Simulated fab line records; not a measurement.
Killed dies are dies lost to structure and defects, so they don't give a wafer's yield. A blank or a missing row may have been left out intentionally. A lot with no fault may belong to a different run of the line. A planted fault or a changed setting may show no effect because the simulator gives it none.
A struck lot beside a sound one + flow sfq_line + 20 steps out of a route of 325
Sound: these wafers, L115.1, L115.2, L115.4. Wafers L130.1, L130.2, L130.5 were the ones struck. The cause comes at the end.
At each step with rows: each side's tool, then ch and its chambers, then its first start. Under that, the readings that differ: sound wafers + struck wafers + difference of the means + sigmas: that difference in standard deviations of wafers without a fault.
alike: readings with means less than 2 such deviations apart, plus words and numbers identical on both sides. not compared: withheld readings, readings lacking a value on some wafer, bounds such as >300 that could conceal the same value, and numbers that have no deviation in the record and whose values overlap.
A row with sigmas, a row that says differs or no value, or rows on one side alone: a step with any of these is where the two part. Numbers that don't overlap but have no deviation are shown without sigmas and don't part them. A reading missing from all wafers of one side parts the sides only when that side holds two or more wafers.

first, 2 steps without rows for these wafers: SFQ_TRILAYER_C5_LITHO_PEB_154 (peb time 60 s); SFQ_TRILAYER_C5_LITHO_DEVELOP_153 (time 60 s).
SFQ_C5_OVL_MEAS_937:
  sound: overlay-02 at day 67 11:47; struck: overlay-01 at day 71 22:22
  alike: C5_OVL
SFQ_TRILAYER_C5_BARC_OPEN_VIA_ETCH_210: etches BARC in O2, target depth 125 nm, time 41.7 s.
  sound on rie_diel-01 ch 0,1,3, day 67 11:49; struck on rie_diel-02 ch 0,1,2, day 71 22:24
  alike: bias_w, drypump_motor_current_A, oes_product_au, rf_fwd_power_W
  not compared: rf_hours_counter_h
SFQ_TRILAYER_C5_ETCH_VIA_ETCH_154: etches SiO2 in CHF3, stops on Nb, target depth 84 nm.
  sound on rie_diel-01 ch 0,1,3, day 67 11:52; struck on rie_diel-02 ch 0,1,2, day 71 22:26
  alike: bias_w, drypump_motor_current_A, oes_product_au, rf_fwd_power_W
SFQ_TRILAYER_C5_STRIP_STRIP_155: strips in O2.
  sound on rie_metal-02 ch 0,1, day 67 11:55; struck on rie_metal-04 ch 0,1, day 71 22:29
  alike: drypump_motor_current_A, oes_product_au, platen_temp_c
  not compared: rf_hours_counter_h
then, 2 steps without rows for these wafers: SFQ_TRILAYER_C5_STRIP_SOLV_CLEAN_156 (cleans in NMP, time 600 s); SFQ_TRILAYER_M6_DEP_PRE_CLEAN_158 (time 22.5 s).
SFQ_TRILAYER_M6_DEP_SPUTTER_157: material Nb, target thk 200 nm, time 133.3 s.
  sound: pvd_sputter-03 at day 67 12:43; struck: pvd_sputter-06 at day 71 23:17
  alike: substrate_temp_c, throttle_valve_pct
SFQ_M6_RS_MEAS_938: uses a four-point probe to measure.
  sound: film_metro-04 at day 67 12:49; struck: film_metro-01 at day 71 23:23
  alike: M6_NB_RS
then, 1 step without rows for these wafers: SFQ_TRILAYER_M6_LITHO_COAT_164 (resist thk 62 nm).
SFQ_TRILAYER_M6_LITHO_COAT_159: resist thk 600 nm.
  sound on litho_track-02 ch 0, day 67 13:17; struck on litho_track-03 ch 0, day 71 23:52
| reading                                             | sound                | struck               | difference | sigmas      |
|-----------------------------------------------------|----------------------|----------------------|------------|-------------|
| spin_speed_rpm (rpm)                                | 2996.1 2996.5 3000.1 | 4061.5 4064.0 4060.3 | +1064.4    | +99 or more |
| model.KrF_of_TRILAYER_M6_LITHO_COAT_159.thk_nm (nm) | 601.3 602.3 600.6    | 515.1 514.8 513.3    | -87.0      |             |
  alike: chill_plate_temp_C, resist_line_temp_C
then, 4 steps without rows for these wafers: SFQ_TRILAYER_M6_LITHO_SOFTBAKE_163; SFQ_TRILAYER_M6_LITHO_EXPOSE_160 (exposes mask M6, target cd 500 nm); SFQ_TRILAYER_M6_LITHO_PEB_162 (peb time 60 s); SFQ_TRILAYER_M6_LITHO_DEVELOP_161 (time 60 s).
-- the record jumps here: 5 days lie between the struck wafers' starts before and after --
SFQ_M6_OVL_MEAS_940:
  sound: overlay-01 at day 72 08:02; struck: overlay-02 at day 76 13:16
  alike: M6_OVL
SFQ_TRILAYER_M6_BARC_OPEN_METAL_ETCH_206: etches BARC in O2, target depth 125 nm, time 41.7 s.
  sound on rie_metal-02 ch 0,1, day 72 08:04; struck on rie_metal-03 ch 0,1, day 76 13:18
| reading             | sound             | struck          | difference | sigmas |
|---------------------|-------------------|-----------------|------------|--------|
| model.M6.cd_nm (nm) | 500.2 499.6 500.6 | 496 497.6 495.6 | -4         |        |
  alike: bias_w, drypump_motor_current_A, oes_product_au, rf_fwd_power_W
  not compared: rf_hours_counter_h
SFQ_TRILAYER_M6_ETCH_METAL_ETCH_162: etches Nb in Cl2/Ar, stops on SiO2, target depth 240 nm, time 120 s.
  sound on rie_metal-02 ch 0,1, day 72 08:08; struck on rie_metal-03 ch 0,1, day 76 13:22
| reading                                             | sound             | struck            | difference | sigmas |
|-----------------------------------------------------|-------------------|-------------------|------------|--------|
| model.KrF_of_TRILAYER_M6_LITHO_COAT_159.thk_nm (nm) | 381.2 381.5 380.4 | 296.1 300.9 299.8 | -82.1      |        |
  alike: bias_w, drypump_motor_current_A, oes_product_au, rf_fwd_power_W
  not compared: rf_hours_counter_h
SFQ_TRILAYER_M6_STRIP_STRIP_163: strips in O2.
  sound on rie_metal-02 ch 0,1, day 72 08:16; struck on rie_metal-03 ch 0,1, day 76 13:29
  alike: drypump_motor_current_A, oes_product_au, platen_temp_c
  not compared: rf_hours_counter_h

== WHERE THEY PART ==
Only at SFQ_TRILAYER_M6_LITHO_COAT_159, within this record. Later steps at which nothing parts them and some readings are alike: SFQ_M6_OVL_MEAS_940, SFQ_TRILAYER_M6_BARC_OPEN_METAL_ETCH_206, SFQ_TRILAYER_M6_ETCH_METAL_ETCH_162, SFQ_TRILAYER_M6_STRIP_STRIP_163.

WHY: the cause the simulator had injected
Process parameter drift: litho_track-03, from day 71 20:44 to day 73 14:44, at SFQ_TRILAYER_M6_LITHO_COAT_159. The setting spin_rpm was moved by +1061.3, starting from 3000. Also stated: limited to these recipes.
